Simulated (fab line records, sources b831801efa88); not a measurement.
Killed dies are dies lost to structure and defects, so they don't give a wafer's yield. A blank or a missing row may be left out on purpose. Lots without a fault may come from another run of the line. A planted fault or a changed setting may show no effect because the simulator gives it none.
Problem report in the 8D (eight disciplines) form, filled by code | flow sky130 | the parts of the form that need people (team, actions taken, sign-off) are left out

1. THE PROBLEM
dose_ions_cm2 at SKY_LDD_N_IMPLANT_09 reads a mean of 8.8e+13 on 6 wafers of 2 lots; wafers without a fault read 7.5e+13 with a standard deviation of 7.1e+10. That is +99 or more standard deviations from the usual mean.
First seen on wafer L507.2, day 24 12:31, on implanter-02. The record holds 36 wafers of 12 lots with a number at this step. Rule for "out", or "out of limits": more than 4 standard deviations from the usual mean. The other wafers with a number count as sound.

2. WHAT IT IS AND WHAT IT IS NOT
question                    | is                                | is not
which readings at this step | dose_ions_cm2, faraday_current_uA | -
which lots                  | L507, L509                        | L493, L494, L495, L496, L497, L498, L499, L502, L504, L508
which wafers of those lots  | all that have a number            | -
read on which tools         | implanter-02                      | implanter-01, implanter-04
when                        | from day 24 12:31                 | up to then (30 sound wafers)

3. SUSPECTS, AND WHAT RULES EACH OUT
Counting: a tool at a process step up to the reading stays a suspect if it ran every lot that is out and no sound lot after the first of them.
- implanter-02 at SKY_LDD_N_IMPLANT_09: kept. It ran every lot that is out, first L507 (day 24 12:31), and no sound lot after that; its last sound lot up to then is L504 (day 22 07:31). Its own readings are out on those wafers: dose_ions_cm2, faraday_current_uA.
Left after counting: implanter-02 at SKY_LDD_N_IMPLANT_09.

4. THE CAUSE (what the simulator had put in)
Process parameter drift: implanter-02, from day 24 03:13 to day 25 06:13, at SKY_LDD_N_IMPLANT_09. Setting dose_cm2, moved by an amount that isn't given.
Counting left only this tool.

5. THE CHAIN OF EFFECTS, in route order
Each row: a reading whose mean over the struck wafers that have a number lies more than 3 standard deviations from the usual. Only readings for which the record gives a usual standard deviation are gone through. hours: the time from each lot's start at the first step in this table that gives one to its start at this step, as a median over the lots. sigmas: the change in usual standard deviations.
hours | step                 | reading            | usual   | on struck wafers | change   | sigmas
0     | SKY_LDD_N_IMPLANT_09 | dose_ions_cm2      | 7.5e+13 | 8.8e+13          | +1.3e+13 | +99 or more
0     | SKY_LDD_N_IMPLANT_09 | faraday_current_uA | 422     | 494              | +72      | +8.5
The process steps in it:
- SKY_LDD_N_IMPLANT_09

6. WHAT WOULD HAVE CAUGHT IT SOONER
In this record the first reading out of limits was taken at day 24 12:31, 9 hours after the fault began at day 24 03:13.
